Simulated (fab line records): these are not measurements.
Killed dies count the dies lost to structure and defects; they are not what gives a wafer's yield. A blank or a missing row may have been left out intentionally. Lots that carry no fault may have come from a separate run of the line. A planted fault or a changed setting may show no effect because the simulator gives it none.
fab line records + flow sky130
record:
- lots: 6
- wafers: 18
- last-day: 49
route steps=708 shown LDD_N@238 PAD_OPEN@708
lots that met no fault: taken from a fault-free run of the same line
start-h: the number of hours between the record's first day and the start of the first shown wafer of the lot + wait-h: hours from the lot's prior step to this one + " identical to the entry in the row above + L1.1+2: several wafers, shown together as one row + - either no value or no given start + * or withheld: withheld + < > ~ a bound
route shown NAME@n: a module of which the file shows steps, and the number in the route of the first + usual: mean and standard deviation over wafers with no fault + same: alike in all rows + chamber/n: place in a boat + sites: per-site readings + _std_site: standard deviation across them + _edge_site: outer sites' mean less inner sites' + radius-mm: for every site, how far away it sits from the centre of the wafer + mask NAME#n: copy n + behind: the most recent tool/chamber to have shaped the wafer + hold: what put the lot on hold/how long, in hours/how the hold closed + device: whichever transistor did not switch (one of n, p or np) + end of line: the same wafers' tests at the end of the route + step lacking rows: just its recipe + killed: count of dies lost to structure and defects at first sort (not the wafer's yield) + map: shows each die of a wafer: x if killed, . if not, _ if none is there
set.NAME: setting as actually run; set.NAME@STEP: the setting as run at that earlier step + model.NAME: the simulator's own value behind a step, which no gauge read
certain route steps with their lots: each step a table, each wafer a row
services: from which hour (start-h, from the record's first day; less than 0 if before it) a tool's chamber was out of use, for how many hours, and why
== steps ==
step: SKY_LDD_N_HMDS_01
recipe:
- prime-time-s: 60
- prime-temp-c: 120
step: SKY_LDD_N_COAT_02
recipe:
- resist: NOVOLAK
- spin-rpm: 3000
- resist-thk-nm: 300
step: SKY_LDD_N_SOFTBAKE_03
recipe:
- temp-c: 90
- time-s: 60
- resist: NOVOLAK
step: SKY_LDD_N_EXPOSE_04
recipe:
- mask-id: NTM
- target-cd-nm: 840
- na: 0.6
- source-shape: conventional
- sigma-outer: 0.6
- dose-mj: 110
step: SKY_LDD_N_PEB_05
recipe:
- temp-c: withheld
- time-s: *
- resist: NOVOLAK
step: SKY_LDD_N_DEVELOP_06
recipe:
- develop-time-s: 60
- dev-temp-c: 23
step: SKY_LDD_N_OVL_MEAS_07
usual:
- LDD_N_OVL: 0.5/1.4
| lot.wafer | tool       | chamber | start-h | wait-h | LDD_N_OVL[nm] |
|-----------|------------|---------|---------|--------|---------------|
| L639.1    | overlay-01 | -       | 470.01  | 0.1    | 0.0           |
| L639.3    | "          | -       | "       | "      | 0.0           |
| L639.4    | "          | -       | "       | "      | -0.4          |
| L640.2    | overlay-01 | -       | 479.67  | 0.1    | 0.4           |
| L640.4    | "          | -       | "       | "      | -0.4          |
| L640.6    | "          | -       | "       | "      | 0.4           |
| L641.1    | overlay-02 | -       | 483.11  | 0.1    | 0.5           |
| L641.4    | "          | -       | "       | "      | -1.4          |
| L641.6    | "          | -       | "       | "      | 0.0           |
| L643.2    | overlay-02 | -       | 502.41  | 0.1    | 0.0           |
| L643.3    | "          | -       | "       | "      | -2.2          |
| L643.6    | "          | -       | "       | "      | 0.5           |
| L644.3    | overlay-01 | -       | 504.13  | 0.1    | 3.8           |
| L644.4    | "          | -       | "       | "      | 1.7           |
| L644.6    | "          | -       | "       | "      | 2.6           |
| L649.2    | overlay-02 | -       | 560.04  | 0.1    | -1.9          |
| L649.3    | "          | -       | "       | "      | 1.5           |
| L649.4    | "          | -       | "       | "      | -0.4          |
step: SKY_LDD_N_IMPLANT_08
recipe:
- species: As
- energy-kev: 20
- dose-cm2: 7.5e+13
- tilt-deg: withheld
- rotation-deg: 23
step: SKY_LDD_N_IMPLANT_09
recipe:
- species: As
- energy-kev: 20
- dose-cm2: 7.5e+13
- tilt-deg: withheld
- rotation-deg: 113
step: SKY_LDD_N_IMPLANT_10
recipe:
- species: As
- energy-kev: 20
- dose-cm2: 7.5e+13
- tilt-deg: withheld
- rotation-deg: 203
step: SKY_LDD_N_IMPLANT_11
recipe:
- species: As
- energy-kev: 20
- dose-cm2: 7.5e+13
- tilt-deg: withheld
- rotation-deg: 293
step: SKY_LDD_N_IMPLANT_12
recipe:
- species: BF2
- energy-kev: 50
- dose-cm2: 5e+12
- tilt-deg: 30
- rotation-deg: 0
step: SKY_LDD_N_IMPLANT_13
recipe:
- species: BF2
- energy-kev: 50
- dose-cm2: 5e+12
- tilt-deg: 30
- rotation-deg: 90
usual:
- beam-on-s: 10.01/0.22
- faraday-current-uA: 28.2/0.6
- tilt-deg: 29.997/0.02
same:
- implant-ion-amu: 49
| lot.wafer | tool         | chamber | start-h | wait-h | beam-on-s | faraday-current-uA | tilt-deg |
|-----------|--------------|---------|---------|--------|-----------|--------------------|----------|
| L639.1    | implanter-03 | 0       | 470.79  | 0.1    | 10.04     | 28.0               | 30.026   |
| L639.3    | "            | 0       | "       | "      | 10.09     | 27.8               | 29.976   |
| L639.4    | "            | 0       | "       | "      | 9.98      | 28.3               | 30.012   |
| L640.2    | implanter-03 | 0       | 480.48  | 0.1    | 9.83      | 28.8               | 29.991   |
| L640.4    | "            | 0       | "       | "      | 10.07     | 28.0               | 29.975   |
| L640.6    | "            | 0       | "       | "      | 9.95      | 28.3               | 29.991   |
| L641.1    | implanter-03 | 0       | 483.89  | 0.1    | 10.07     | 28.1               | -0.014   |
| L641.4    | "            | 0       | "       | "      | 9.60      | 29.2               | -0.006   |
| L641.6    | "            | 0       | "       | "      | 9.98      | 28.2               | -0.012   |
| L643.2    | implanter-03 | 0       | 503.22  | 0.1    | 10.22     | 27.5               | 0.006    |
| L643.3    | "            | 0       | "       | "      | 9.87      | 28.7               | -0.018   |
| L643.6    | "            | 0       | "       | "      | 10.49     | 26.8               | -0.042   |
| L644.3    | implanter-02 | 0       | 504.95  | 0.1    | 9.65      | 29.1               | 29.978   |
| L644.4    | "            | 0       | "       | "      | 10.24     | 27.7               | 29.988   |
| L644.6    | "            | 0       | "       | "      | 9.92      | 28.5               | 30.001   |
| L649.2    | implanter-02 | 0       | 560.84  | 0.1    | 9.85      | 28.6               | 30.006   |
| L649.3    | "            | 0       | "       | "      | 9.92      | 28.6               | 29.983   |
| L649.4    | "            | 0       | "       | "      | 10.21     | 27.6               | 29.954   |
step: SKY_LDD_N_IMPLANT_14
recipe:
- species: BF2
- energy-kev: 50
- dose-cm2: 5e+12
- tilt-deg: 30
- rotation-deg: 180
step: SKY_PAD_OPEN_PROBE_99
usual:
- killed_at_M0_to_M3: 45/6.8
- killed_at_M4_up: 3.2/1.6
- killed-at-contacts: 24/5.1
- killed-at-front-end: 14/4.4
- killed-at-other: 0.4/0.65
- killed-dies: 87/8.8
- killed-open: 47/7.2
- killed-short: 39/6.1
same:
- gross-dies: 492
- killed-at-back-side: 0
| lot.wafer | tool      | chamber | start-h | wait-h | killed_at_M0_to_M3 | killed_at_M4_up | killed-at-contacts | killed-at-front-end | killed-at-other | killed-dies | killed-open | killed-short | model.etest.nfet_01v8_turned.vt-sat-v |
|-----------|-----------|---------|---------|--------|--------------------|-----------------|--------------------|---------------------|-----------------|-------------|-------------|--------------|---------------------------------------|
| L639.1    | prober-01 | -       | 1120.40 | 0.1    | 61                 | 2               | 24                 | 15                  | 0               | 102         | 64          | 37           | 0.6436                                |
| L639.3    | prober-01 | -       | 1120.50 | 0.2    | 47                 | 3               | 19                 | 19                  | 1               | 89          | 54          | 35           | 0.6497                                |
| L639.4    | prober-01 | -       | 1120.55 | 0.2    | 46                 | 2               | 23                 | 18                  | 1               | 90          | 55          | 34           | 0.6511                                |
| L640.2    | prober-02 | -       | 1123.79 | 0.1    | 44                 | 4               | 25                 | 14                  | 1               | 88          | 47          | 41           | 0.6582                                |
| L640.4    | prober-02 | -       | 1123.89 | 0.2    | 31                 | 4               | 22                 | 14                  | 0               | 71          | 30          | 41           | 0.6532                                |
| L640.6    | prober-02 | -       | 1123.99 | 0.2    | 42                 | 1               | 31                 | 17                  | 0               | 91          | 46          | 45           | 0.6535                                |
| L641.1    | prober-01 | -       | 1126.34 | 0.1    | 39                 | 3               | 29                 | 9                   | 0               | 80          | 49          | 31           | 0.6575                                |
| L641.4    | prober-01 | -       | 1126.49 | 0.2    | 37                 | 3               | 31                 | 9                   | 1               | 81          | 52          | 29           | 0.6578                                |
| L641.6    | prober-01 | -       | 1126.59 | 0.2    | 47                 | 3               | 22                 | 18                  | 1               | 91          | 51          | 40           | 0.6538                                |
| L644.3    | prober-01 | -       | 1143.51 | 0.2    | 44                 | 3               | 27                 | 19                  | 0               | 93          | 45          | 47           | 0.6471                                |
| L644.4    | prober-01 | -       | 1143.56 | 0.2    | 51                 | 3               | 20                 | 20                  | 1               | 95          | 55          | 40           | 0.655                                 |
| L644.6    | prober-01 | -       | 1143.66 | 0.2    | 54                 | 3               | 24                 | 8                   | 0               | 89          | 50          | 38           | 0.6416                                |
| L643.2    | prober-02 | -       | 1144.96 | 0.1    | 41                 | 4               | 31                 | 15                  | 0               | 91          | 38          | 51           | 0.6755                                |
| L643.3    | prober-02 | -       | 1145.01 | 0.2    | 49                 | 3               | 25                 | 15                  | 0               | 92          | 45          | 45           | 0.6877                                |
| L643.6    | prober-02 | -       | 1145.16 | 0.2    | 42                 | 3               | 22                 | 12                  | 0               | 79          | 44          | 35           | 0.6808                                |
| L649.2    | prober-01 | -       | 1174.52 | 0.1    | 42                 | 2               | 15                 | 14                  | 0               | 73          | 44          | 29           | 0.6471                                |
| L649.3    | prober-01 | -       | 1174.57 | 0.2    | 50                 | 7               | 20                 | 25                  | 0               | 102         | 46          | 55           | 0.6581                                |
| L649.4    | prober-01 | -       | 1174.62 | 0.2    | 44                 | 6               | 21                 | 17                  | 0               | 88          | 53          | 35           | 0.6509                                |
killed by level:class
L639.1 VIA1:geometric-particle:open=22 CONTACT:geometric-particle:open=12 VIA1:geometric-particle:short=10 VIA3:geometric-particle:open=9 FIELD_ISO:geometric-particle:open=6 LOCAL_INTERCONNECT:geometric-particle:short=4 FIELD_ISO:geometric-particle:short=3 POLY_GATE:geometric-particle:short=3
L639.3 VIA1:geometric-particle:open=10 LI_CONTACT:geometric-particle:open=9 FIELD_ISO:geometric-particle:open=7 VIA2:geometric-particle:open=7 METAL1:geometric-particle:short=6 VIA3:geometric-particle:open=6 CONTACT:geometric-particle:short=4 CONTACT:geometric-particle:open=4
L639.4 VIA1:geometric-particle:open=14 CONTACT:geometric-particle:open=9 LI_CONTACT:geometric-particle:open=7 METAL1:geometric-particle:short=7 VIA2:geometric-particle:open=7 VIA3:geometric-particle:open=7 FIELD_ISO:geometric-particle:open=5 FIELD_ISO:geometric-particle:short=5
L640.2 CONTACT:geometric-particle:open=9 VIA1:geometric-particle:open=9 VIA3:geometric-particle:open=8 METAL1:geometric-particle:short=6 VIA2:geometric-particle:open=6 FIELD_ISO:geometric-particle:open=5 LI_CONTACT:geometric-particle:open=5 METAL2:geometric-particle:short=5
L640.4 CONTACT:geometric-particle:open=6 VIA1:geometric-particle:open=6 VIA3:geometric-particle:short=6 FIELD_ISO:geometric-particle:short=4 POLY_GATE:geometric-particle:open=4 POLY_GATE:geometric-particle:short=4 LI_CONTACT:geometric-particle:open=4 LOCAL_INTERCONNECT:geometric-particle:short=4
L640.6 CONTACT:geometric-particle:open=13 VIA1:geometric-particle:short=12 LI_CONTACT:geometric-particle:open=6 LOCAL_INTERCONNECT:geometric-particle:short=6 VIA3:geometric-particle:open=5 FIELD_ISO:geometric-particle:open=4 METAL1:geometric-particle:short=4 METAL3:geometric-particle:short=4
L641.1 CONTACT:geometric-particle:open=14 VIA1:geometric-particle:open=10 VIA2:geometric-particle:open=8 VIA3:geometric-particle:open=7 LI_CONTACT:geometric-particle:open=6 METAL1:geometric-particle:short=5 CONTACT:geometric-particle:short=4 FIELD_ISO:geometric-particle:short=3
L641.4 CONTACT:geometric-particle:open=16 VIA2:geometric-particle:open=10 LI_CONTACT:geometric-particle:open=6 VIA1:geometric-particle:open=6 METAL1:geometric-particle:short=5 LOCAL_INTERCONNECT:geometric-particle:short=4 CONTACT:geometric-particle:short=4 METAL2:geometric-particle:open=4
L641.6 VIA1:geometric-particle:open=11 VIA1:geometric-particle:short=10 VIA2:geometric-particle:open=10 CONTACT:geometric-particle:open=9 METAL3:geometric-particle:short=7 FIELD_ISO:geometric-particle:open=6 CONTACT:geometric-particle:short=5 FIELD_ISO:geometric-particle:short=4
L644.3 VIA1:geometric-particle:open=12 CONTACT:geometric-particle:open=10 POLY_GATE:geometric-particle:open=7 CONTACT:geometric-particle:short=6 VIA3:geometric-particle:open=6 POLY_GATE:geometric-particle:short=5 METAL2:geometric-particle:short=5 FIELD_ISO:geometric-particle:short=4
L644.4 VIA1:geometric-particle:open=12 METAL2:geometric-particle:short=9 FIELD_ISO:geometric-particle:open=8 VIA3:geometric-particle:open=8 METAL1:geometric-particle:short=7 LI_CONTACT:geometric-particle:open=6 CONTACT:geometric-particle:open=6 VIA2:geometric-particle:open=6
L644.6 VIA2:geometric-particle:open=14 VIA1:geometric-particle:open=11 VIA1:geometric-particle:short=9 CONTACT:geometric-particle:open=8 LOCAL_INTERCONNECT:geometric-particle:short=7 LI_CONTACT:geometric-particle:open=6 VIA3:geometric-particle:open=5 POLY_GATE:geometric-particle:short=4
L643.2 LI_CONTACT:geometric-particle:open=10 CONTACT:geometric-particle:open=10 METAL1:geometric-particle:short=9 POLY_GATE:geometric-particle:short=6 VIA1:geometric-particle:short=6 LI_CONTACT:geometric-particle:short=5 FIELD_ISO:geometric-particle:short=4 VIA1:geometric-particle:open=4
L643.3 CONTACT:geometric-particle:open=9 VIA3:geometric-particle:open=8 METAL1:geometric-particle:short=7 VIA2:geometric-particle:short=7 CONTACT:geometric-particle:short=6 VIA2:geometric-particle:open=6 LI_CONTACT:geometric-particle:open=5 METAL2:geometric-particle:short=5
L643.6 LI_CONTACT:geometric-particle:open=10 VIA1:geometric-particle:open=8 VIA2:geometric-particle:open=8 CONTACT:geometric-particle:open=6 VIA3:geometric-particle:short=6 VIA3:geometric-particle:open=6 FIELD_ISO:geometric-particle:short=4 CONTACT:geometric-particle:short=4
L649.2 VIA1:geometric-particle:open=10 VIA2:geometric-particle:open=10 VIA3:geometric-particle:open=8 CONTACT:geometric-particle:open=6 FIELD_ISO:geometric-particle:short=5 POLY_GATE:geometric-particle:short=5 METAL2:geometric-particle:short=4 LOCAL_INTERCONNECT:geometric-particle:short=3
L649.3 FIELD_ISO:geometric-particle:short=10 VIA1:geometric-particle:open=9 CONTACT:geometric-particle:open=8 VIA3:geometric-particle:open=7 METAL2:geometric-particle:short=7 METAL4:geometric-particle:short=7 METAL1:geometric-particle:short=6 VIA1:geometric-particle:short=6
L649.4 VIA1:geometric-particle:open=12 FIELD_ISO:geometric-particle:open=9 VIA2:geometric-particle:open=8 CONTACT:geometric-particle:open=7 VIA3:geometric-particle:open=5 FIELD_ISO:geometric-particle:short=4 METAL2:geometric-particle:short=4 LI_CONTACT:geometric-particle:open=4
== services ==
| tool         | chamber | start-h | hours | kind   |
|--------------|---------|---------|-------|--------|
| implanter-03 | -       | 471.24  | 4.3   | pm     |
| implanter-02 | -       | 474.16  | 3.0   | repair |
| implanter-02 | -       | 549.13  | 0.9   | repair |
== key ==
first-sign:
- step: SKY_LDD_N_IMPLANT_13
- reading: tilt-deg
- direction: down
- sigmas: 99+
- usual: *
- struck: *
effect none on later readings
model-effect:
- step: SKY_PAD_OPEN_PROBE_99
- value: etest.nfet_01v8_turned.vt-sat-v
- without: 0.6505
- struck: 0.6689
met-at SKY_LDD_N_IMPLANT_13
struck-wafers L641.1,L641.4,L641.6,L643.2,L643.3,L643.6
tester-left-out L641,L643
onset-between 480.48 483.89
fault:
- kind: process-parameter-drift
- tool: implanter-03
- chamber: -
- onset-h: 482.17
- steps: SKY_LDD_N_IMPLANT_13
- channel: tilt-deg
- offset: *
- shape: step
- end-h: 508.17
- acts-in: *
- stated: *
tester-left-out: of these lots the tester's yield and bins aren't shown, on N5 and GAA mostly nor the transistor test; their killed dies are dies lost to structure and defects alone, not to doping, threshold or leakage, so they don't give the yield
